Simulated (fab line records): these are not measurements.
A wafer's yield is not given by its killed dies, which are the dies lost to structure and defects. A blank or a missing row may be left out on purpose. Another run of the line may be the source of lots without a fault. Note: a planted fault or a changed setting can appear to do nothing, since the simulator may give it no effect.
Which of the tools did it? :: flow gf180mcu :: 42 wafers from 14 lots sampled at 4 of the route's 602 steps

## WHAT EACH GAUGE READ, for each wafer
GF_LVPWELL_OVL_MEAS_07. Usual: LVPWELL_OVL 0.4 nm, standard deviation 1.5.
lot: L462
measured: day 3 22:15
on: overlay-02
LVPWELL_OVL (nm): 1.3 0.6 1.2
flag: 

lot: L464
measured: day 4 07:55
on: overlay-02
LVPWELL_OVL (nm): 2.9 2.6 2.4
flag: 

lot: L465
measured: day 4 13:31
on: overlay-02
LVPWELL_OVL (nm): 0.5 0.6 -0.1
flag: 

lot: L466
measured: day 4 17:50
on: overlay-01
LVPWELL_OVL (nm): 0.5 0.3 0.7
flag: 

lot: L467
measured: day 5 00:30
on: overlay-02
LVPWELL_OVL (nm): 1.8 1.0 -0.4
flag: 

lot: L468
measured: day 5 09:31
on: overlay-02
LVPWELL_OVL (nm): 2.2 3.4 1.6
flag: 

lot: L469
measured: day 5 19:47
on: overlay-02
LVPWELL_OVL (nm): -1.5 0.6 1.0
flag: 

lot: L471
measured: day 6 00:13
on: overlay-01
LVPWELL_OVL (nm): -0.7 0.3 -1.6
flag: 

lot: L472
measured: day 6 05:37
on: overlay-02
LVPWELL_OVL (nm): 0.6 0.6 2.4
flag: 

lot: L477
measured: day 7 11:31
on: overlay-01
LVPWELL_OVL (nm): 3.2 4.3 2.1
flag: 

lot: L479
measured: day 7 21:29
on: overlay-02
LVPWELL_OVL (nm): -1.7 -2.1 -2.3
flag: 

lot: L480
measured: day 8 01:32
on: overlay-02
LVPWELL_OVL (nm): 1.3 0.3 -0.2
flag: 

lot: L483
measured: day 8 19:28
on: overlay-02
LVPWELL_OVL (nm): 0.4 0.9 -0.5
flag: 

lot: L484
measured: day 9 00:23
on: overlay-01
LVPWELL_OVL (nm): 1.1 -0.4 1.0
flag: 

GF_HV_LDD_CD_MEAS_19 targets a cd of 400 nm. Usual: cd-nm 399.8 nm, standard deviation 2.2.
lot: L462
measured: day 10 18:26
on: cd-sem-02
cd-nm (nm): 398.9 397.8 398.4
flag: 

lot: L464
measured: day 11 11:37
on: cd-sem-02
cd-nm (nm): 397.9 396.7 397.9
flag: 

lot: L465
measured: day 11 17:44
on: cd-sem-01
cd-nm (nm): 399.0 397.4 399.3
flag: 

lot: L466
measured: day 12 00:50
on: cd-sem-02
cd-nm (nm): 397.4 397.5 398.5
flag: 

lot: L467
measured: day 12 07:37
on: cd-sem-02
cd-nm (nm): 402.2 400.3 400.7
flag: 

lot: L468
measured: day 12 20:37
on: cd-sem-02
cd-nm (nm): 394.2 393.0 396.3
flag: 

lot: L469
measured: day 13 09:40
on: cd-sem-01
cd-nm (nm): 402.6 404.2 403.4
flag: 

lot: L471
measured: day 13 17:49
on: cd-sem-01
cd-nm (nm): 347.2 345.6 347.9
flag: OFF

lot: L472
measured: day 14 02:07
on: cd-sem-02
cd-nm (nm): 348.9 350.8 351.4
flag: OFF

lot: L477
measured: day 15 15:24
on: cd-sem-01
cd-nm (nm): 397.0 398.9 399.1
flag: 

lot: L479
measured: day 16 07:25
on: cd-sem-02
cd-nm (nm): 398.7 399.9 400.5
flag: 

lot: L480
measured: day 16 09:56
on: cd-sem-02
cd-nm (nm): 400.2 400.6 398.7
flag: 

lot: L483
measured: day 17 13:20
on: cd-sem-01
cd-nm (nm): 397.5 399.9 400.4
flag: 

lot: L484
measured: day 17 21:34
on: cd-sem-01
cd-nm (nm): 397.1 398.0 397.0
flag: 

GF_HV_LDD_OVL_MEAS_32. Usual: HV_LDD_02_OVL 0.8 nm, standard deviation 1.4.
lot: L462
measured: day 11 13:36
on: overlay-01
HV_LDD_02_OVL (nm): 0.3 0.6 1.5
flag: 

lot: L464
measured: day 12 07:10
on: overlay-02
HV_LDD_02_OVL (nm): 2.6 2.5 2.0
flag: 

lot: L465
measured: day 12 13:02
on: overlay-01
HV_LDD_02_OVL (nm): 2.9 -0.3 -1.2
flag: 

lot: L466
measured: day 12 20:26
on: overlay-01
HV_LDD_02_OVL (nm): 1.7 1.1 0.2
flag: 

lot: L467
measured: day 13 04:04
on: overlay-02
HV_LDD_02_OVL (nm): 2.9 2.5 2.4
flag: 

lot: L468
measured: day 13 17:25
on: overlay-02
HV_LDD_02_OVL (nm): 2.4 2.8 3.1
flag: 

lot: L469
measured: day 14 07:16
on: overlay-01
HV_LDD_02_OVL (nm): -0.1 0.5 0.2
flag: 

lot: L471
measured: day 14 15:19
on: overlay-01
HV_LDD_02_OVL (nm): 0.2 -0.8 -0.5
flag: 

lot: L472
measured: day 14 23:05
on: overlay-02
HV_LDD_02_OVL (nm): 2.3 1.3 2.0
flag: 

lot: L477
measured: day 16 12:59
on: overlay-02
HV_LDD_02_OVL (nm): 1.8 1.5 1.2
flag: 

lot: L479
measured: day 17 06:17
on: overlay-02
HV_LDD_02_OVL (nm): 2.9 0.3 2.7
flag: 

lot: L480
measured: day 17 09:05
on: overlay-02
HV_LDD_02_OVL (nm): -0.8 -2.5 -1.3
flag: 

lot: L483
measured: day 18 11:50
on: overlay-02
HV_LDD_02_OVL (nm): 2.7 0.7 1.2
flag: 

lot: L484
measured: day 18 21:52
on: overlay-02
HV_LDD_02_OVL (nm): 0.8 1.8 0.9
flag: 

## WHICH TOOL RAN EACH LOT (tool, then ch and the chambers of the sampled wafers, then the start)
lot: L462
GF_HV_LDD_DEVELOP_18: litho-track-01 ch 0, day 10 18:17

lot: L464
GF_HV_LDD_DEVELOP_18: litho-track-02 ch 0, day 11 11:28

lot: L465
GF_HV_LDD_DEVELOP_18: litho-track-03 ch 0, day 11 17:35

lot: L466
GF_HV_LDD_DEVELOP_18: litho-track-02 ch 0, day 12 00:41

lot: L467
GF_HV_LDD_DEVELOP_18: litho-track-02 ch 0, day 12 07:28

lot: L468
GF_HV_LDD_DEVELOP_18: litho-track-02 ch 0, day 12 20:28

lot: L469
GF_HV_LDD_DEVELOP_18: litho-track-01 ch 0, day 13 09:31

lot: L471
GF_HV_LDD_DEVELOP_18: litho-track-02 ch 0, day 13 17:40

lot: L472
GF_HV_LDD_DEVELOP_18: litho-track-02 ch 0, day 14 01:58

lot: L477
GF_HV_LDD_DEVELOP_18: litho-track-01 ch 0, day 15 15:16

lot: L479
GF_HV_LDD_DEVELOP_18: litho-track-02 ch 0, day 16 07:16

lot: L480
GF_HV_LDD_DEVELOP_18: litho-track-03 ch 0, day 16 09:48

lot: L483
GF_HV_LDD_DEVELOP_18: litho-track-01 ch 0, day 17 13:11

lot: L484
GF_HV_LDD_DEVELOP_18: litho-track-03 ch 0, day 17 21:25
- GF_HV_LDD_DEVELOP_18: develop time 60 s.

## AS READ BY THE TOOLS THEMSELVES (means over the sampled wafers that have a number; for cases with no such wafer, the mark the record gives instead)
The record holds no such reading with a usual standard deviation.

## THE ANSWER, worked out from the rows above alone
Rule: lot off if the mean of its wafers having a number is beyond 3 standard deviations from the usual mean. A lot without any number at a reading at which 4 lots or more have one is off too. Any other lot the step has rows for is counted as sound. First the gauges in route order, then the tools' own readings, where a lot's mean is used as printed above. The first step at which some lot is off is used, and at that step the reading that is off furthest; a lot without a number counts as furthest.
Off: L471, L472 (GF_HV_LDD_CD_MEAS_19, cd-nm).
A tool fits if, at a process step before that reading, it ran every lot that is off, and no sound lot after the first of them. The gauges at GF_HV_LDD_CD_MEAS_19 are tried like those tools. Not one of the candidates tried fits.

## WHAT HAD BEEN PUT IN BY THE SIMULATOR
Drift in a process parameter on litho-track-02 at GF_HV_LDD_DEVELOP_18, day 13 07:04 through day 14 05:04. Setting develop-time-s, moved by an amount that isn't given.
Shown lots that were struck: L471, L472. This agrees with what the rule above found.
